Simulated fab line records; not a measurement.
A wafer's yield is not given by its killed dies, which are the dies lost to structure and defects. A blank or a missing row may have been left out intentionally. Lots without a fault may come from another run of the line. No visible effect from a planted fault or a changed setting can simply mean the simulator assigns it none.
Comparing a struck lot with a sound one	flow sky130	16 steps out of a route of 708
Sound: the wafers L501.3, L501.4, L501.5. Struck: wafer L512.3. (L512.1 of the same lot was not struck and is left out.) The cause comes at the end.
For every step that has rows: the tool of each side, followed by ch and its chambers, followed by its first start. Under that, the readings that differ: sound wafers	struck wafers	difference of the means	sigmas: that difference in standard deviations of wafers without a fault.
alike: same words and numbers on both sides, and readings whose means sit less than 2 such deviations apart. not compared: any withheld reading, any reading some wafer has no value for, any bound like >300 that may hide the same value, and any number with overlapping values for which the record gives no deviation.
Wherever a step has rows on one side only, a row that says differs or no value, or a row with sigmas, the two part there. Non-overlapping numbers with no deviation appear without sigmas and do not part them. A reading missing from all wafers of one side parts the sides only when that side holds two or more wafers.

first, 2 steps without rows for these wafers: SKY_VT_ADJUST_LVTN_PEB_16; SKY_VT_ADJUST_LVTN_DEVELOP_17 (develop time 60 s).
SKY_VT_ADJUST_LVTN_OVL_MEAS_18:
  struck on overlay-02, day 11 21:10; sound on overlay-02, day 8 21:36
  alike: VT_ADJUST_LVTN_01_OVL
then, 1 step without rows for these wafers: SKY_VT_ADJUST_LVTN_IMPLANT_19.
SKY_VT_ADJUST_LVTN_STRIP_20: strips in O2/N2.
  sound on plasmaAsher-03 ch 0,1, day 8 21:48; struck on plasmaAsher-03 ch 0, day 11 21:22
  alike: drypumpMotorCurrentA, oesProductAu, stripTimeToEndpointS
  not compared: rfHoursCounterH
SKY_VT_ADJUST_LVTN_TW_MEAS_21:
  struck on filmMetro-02, day 11 21:28; sound on filmMetro-03, day 8 21:53
reading	sound	struck	difference	sigmas
VT_ADJUST_LVTN_2_TW	190.0 189.1 189.3	186.6	-2.9	-3
then, 6 steps without rows for these wafers: SKY_VT_ADJUST_NCORE_DEHYDRATE_00 (time 60 s); SKY_VT_ADJUST_NCORE_HMDS_01 (prime time 60 s); SKY_VT_ADJUST_NCORE_COAT_02 (resist thk 1140 nm); SKY_VT_ADJUST_NCORE_SOFTBAKE_03 (time 60 s); SKY_VT_ADJUST_NCORE_EXPOSE_04 (exposes mask LVTN COMPLEMENT THIN, target cd 380 nm); SKY_VT_ADJUST_NCORE_PEB_05.
SKY_VT_ADJUST_NCORE_DEVELOP_06: develop time 60 s.
  sound on lithoTrack-02 ch 0, day 9 18:53; struck on lithoTrack-04 ch 0, day 12 21:40
SKY_VT_ADJUST_NCORE_CD_MEAS_07: the cd target is 380 nm.
  struck on cdSem-01, day 12 21:49; sound on cdSem-01, day 9 19:02
reading	sound	struck	difference	sigmas
cdNm (nm)	380.6 378.6 377.0	371.8	-6.9	-2
SKY_VT_ADJUST_NCORE_OVL_MEAS_08:
  struck on overlay-02, day 12 21:56; sound on overlay-02, day 9 19:07
  alike: VT_ADJUST_NCORE_OVL
-- the record jumps here: 37 days lie between the struck wafers' starts before and after (it left off in module VT_ADJUST_NCORE and takes up again in module PAD_OPEN, whose first step shown is number 708 of the route) --
SKY_PAD_OPEN_PROBE_99:
  only the struck wafers here have rows in the record (prober-01, day 49 12:04); the sound ones have none

== WHERE THEY PART ==
Earliest at SKY_VT_ADJUST_LVTN_TW_MEAS_21; latest, in this record, at SKY_PAD_OPEN_PROBE_99.

WHY: the cause the simulator had injected
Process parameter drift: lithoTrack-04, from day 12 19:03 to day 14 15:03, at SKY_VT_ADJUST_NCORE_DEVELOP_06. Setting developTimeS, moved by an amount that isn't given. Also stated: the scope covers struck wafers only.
